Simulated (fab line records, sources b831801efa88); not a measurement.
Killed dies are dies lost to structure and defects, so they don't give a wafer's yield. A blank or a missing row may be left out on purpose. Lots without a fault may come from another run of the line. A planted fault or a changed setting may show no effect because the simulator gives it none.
Split-lot experiment | flow sky130 | 5 lots, 23 wafers read, on a route of 708 steps

THE SPLIT
At SKY_CONTACT_SPUTTER_23 (material TiN, target thk 20 nm, time 80 s), the setting power_w was moved away from the recipe's 4000 W on 9 of the 23 wafers read, by -11.7% to +6.5%. The other wafers ran this setting at the recipe's value.

The reading is taken at the split's own step.

THE READING
TiN_of_CONTACT_SPUTTER_23.thk_nm (the simulator's own value, which no gauge read), in nm, at SKY_CONTACT_SPUTTER_23 (material TiN, target thk 20 nm, time 80 s). The file gives no usual value for it. The 14 wafers here that ran the recipe average 20.04 nm, standard deviation 0.24 nm.

wafer  | tool, chamber at the split | power_w as run, W | against the recipe | TiN_of_CONTACT_SPUTTER_23.thk_nm, nm | against lot-mates on the recipe
L074.2 | pvd_sputter-01, -          | 4000              | recipe             | 20.31                                | -
L074.4 | pvd_sputter-01, -          | 4000              | recipe             | 19.75                                | -
L074.5 | pvd_sputter-01, -          | 4000              | recipe             | 20.28                                | -
L076.1 | pvd_sputter-03, -          | 4000              | recipe             | 19.94                                | -
L076.2 | pvd_sputter-03, -          | 3878              | -3.0%              | 19.5                                 | -0.44
L076.4 | pvd_sputter-03, -          | 4000              | recipe             | 20.22                                | -
L076.5 | pvd_sputter-03, -          | 3878              | -3.0%              | 19.51                                | -0.43
L076.6 | pvd_sputter-03, -          | 4000              | recipe             | 19.65                                | -
L081.1 | pvd_sputter-03, -          | 4185              | +4.6%              | 21.44                                | +1.17
L081.2 | pvd_sputter-03, -          | 4000              | recipe             | 20.2                                 | -
L081.3 | pvd_sputter-03, -          | 4000              | recipe             | 20.35                                | -
L081.5 | pvd_sputter-03, -          | 4185              | +4.6%              | 21.38                                | +1.11
L081.6 | pvd_sputter-03, -          | 4185              | +4.6%              | 21.19                                | +0.92
L083.1 | pvd_sputter-03, -          | 4000              | recipe             | 20.13                                | -
L083.2 | pvd_sputter-03, -          | 3533              | -11.7%             | 17.79                                | -2.21
L083.3 | pvd_sputter-03, -          | 4000              | recipe             | 19.87                                | -
L083.4 | pvd_sputter-03, -          | 4000              | recipe             | 20                                   | -
L083.6 | pvd_sputter-03, -          | 3533              | -11.7%             | 17.89                                | -2.11
L085.1 | pvd_sputter-04, -          | 4258              | +6.5%              | 20.9                                 | +0.97
L085.2 | pvd_sputter-04, -          | 4000              | recipe             | 20.08                                | -
L085.4 | pvd_sputter-04, -          | 4000              | recipe             | 19.59                                | -
L085.5 | pvd_sputter-04, -          | 4258              | +6.5%              | 21.46                                | +1.53
L085.6 | pvd_sputter-04, -          | 4000              | recipe             | 20.13                                | -

THE FIT
A straight line over all 23 wafers: TiN_of_CONTACT_SPUTTER_23.thk_nm changes by +0.199 nm for each +1% of power_w; r = +0.96; the points scatter about the line by 0.26 nm.
The same after taking each lot's own level away (the mean of its wafers on the recipe; 23 wafers): +0.192 nm for each +1%; r = +0.97; scatter 0.21 nm.
On that fit, the largest move of power_w shifts the reading by 2.2 nm.
The lots' own levels span 19.933 to 20.275 nm, that is 1.4 times the standard deviation above.
So the lot-to-lot level changes the slope little: the two slopes agree.
Check: with one of the wafers moved furthest among these (-11.7%) left out of the fit, the line predicts -2.18 nm for it against its lot-mates. It came out at -2.21 nm against them.

OTHER SPLITS ON THESE WAFERS
These wafers also went through other splits before the reading. Each is held against what the fit with the lots' levels taken away leaves over:
other split on the same wafers                   | wafers away from the commonest value | r with TiN_of_CONTACT_SPUTTER_23.thk_nm (lot level and that fit taken away)
SKY_LOCAL_INTERCONNECT_DEVELOP_10 develop_time_s | 4                                    | +0.11
SKY_CONTACT_HDPCVD_02 time_s                     | 6                                    | -0.08
SKY_CONTACT_COAT_09 resist_thk_nm                | 5                                    | +0.00
SKY_CONTACT_EXPOSE_11 dose_mj                    | 9                                    | -0.24

THE FILE'S OWN FIT
TiN_of_CONTACT_SPUTTER_23.thk_nm changes by +0.19 nm for each +1% of power_w, r = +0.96.
